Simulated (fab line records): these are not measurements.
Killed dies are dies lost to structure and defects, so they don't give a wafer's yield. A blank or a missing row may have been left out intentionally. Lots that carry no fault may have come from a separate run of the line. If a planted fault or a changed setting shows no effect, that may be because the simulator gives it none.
Lot-split experiment ; flow sky130 ; 23 wafers read from 5 lots, route of 708 steps

THE SPLIT ITSELF
At SKY_SD_P_EXPOSE_04 (exposes mask PSDM, target cd 380 nm), the setting dose_mj was moved away from the recipe's 138 on 11 of the 23 wafers read, by -5.7% to +6.7%. This setting was run at the recipe's value on the other wafers.

FROM THE SPLIT TO THE READING: what the file shows between them, 2 steps
- SKY_SD_P_PEB_05
- SKY_SD_P_DEVELOP_06: develop time 60 s

THE READING
cd_nm (nm) at SKY_SD_P_CD_MEAS_07, where the cd target is 380 nm. A value of 379.8 nm with a standard deviation of 1.7 nm is what fault-free wafers of this fab line usually give.

wafer;tool, chamber at the split;dose_mj as run;against the recipe;cd_nm, nm;against lot-mates on the recipe
L074.1;iline_stepper-01, 0;130.2;-5.7%;362.3;-16.4
L074.2;iline_stepper-01, 0;138;recipe;379.8;-
L074.3;iline_stepper-01, 0;138;recipe;377.6;-
L074.4;iline_stepper-01, 0;130.2;-5.7%;361.3;-17.4
L074.5;iline_stepper-01, 0;138;recipe;378.8;-
L075.1;iline_stepper-01, 0;138;recipe;379.5;-
L075.4;iline_stepper-01, 0;138;recipe;379.2;-
L075.5;iline_stepper-01, 0;138;recipe;379.9;-
L077.1;iline_stepper-02, 0;138;recipe;381.6;-
L077.2;iline_stepper-02, 0;145.6;+5.5%;396.0;+16.9
L077.4;iline_stepper-02, 0;138;recipe;376.5;-
L077.5;iline_stepper-02, 0;145.6;+5.5%;393.7;+14.6
L077.6;iline_stepper-02, 0;145.6;+5.5%;394.7;+15.6
L080.2;iline_stepper-01, 0;138;recipe;380.4;-
L080.3;iline_stepper-01, 0;147.2;+6.7%;400.2;+18.9
L080.4;iline_stepper-01, 0;147.2;+6.7%;399.5;+18.2
L080.5;iline_stepper-01, 0;138;recipe;382.1;-
L080.6;iline_stepper-01, 0;147.2;+6.7%;399.6;+18.4
L084.1;iline_stepper-01, 0;140.8;+2.0%;384.7;+5.4
L084.2;iline_stepper-01, 0;138;recipe;378.1;-
L084.3;iline_stepper-01, 0;140.8;+2.0%;386.3;+7.1
L084.5;iline_stepper-01, 0;138;recipe;380.4;-
L084.6;iline_stepper-01, 0;140.8;+2.0%;386.5;+7.2

THE FIT
A straight line over all 23 wafers: cd_nm changes by +3 nm for each +1% of dose_mj; r = +0.99; the points scatter about the line by 1.4 nm.
The same after taking each lot's own level away (the mean of its wafers on the recipe; 23 wafers): +2.87 nm for each +1%; r = +0.99; scatter 1.2 nm.
The reading moves by 19 nm for the largest change in dose_mj, on that fit.
The lots' own levels span 378.73 to 381.25 nm, that is 1.5 times the standard deviation above.
The two slopes are in agreement: the lot-to-lot level therefore moves the slope only a little.
Check: for one of the wafers moved furthest among these (+6.7%), held out of the fit, the line's prediction against its lot-mates is +19.1 nm. Against them it came out at +18.9 nm.

ADDITIONAL SPLITS CARRIED BY THESE WAFERS
Before the reading, these wafers also passed through other splits. Each is held against what the fit with the lots' levels taken away leaves over:
other split on the same wafers;wafers away from the commonest value;r with cd_nm (lot level and that fit taken away)
SKY_POLY_CUT_COAT_03 resist_thk_nm;8;-0.38
SKY_SD_P_SOFTBAKE_03 temp_c;11;+0.25

THE FILE'S OWN FIT
cd_nm changes by +2.88 nm for each +1% of dose_mj, r = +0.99.
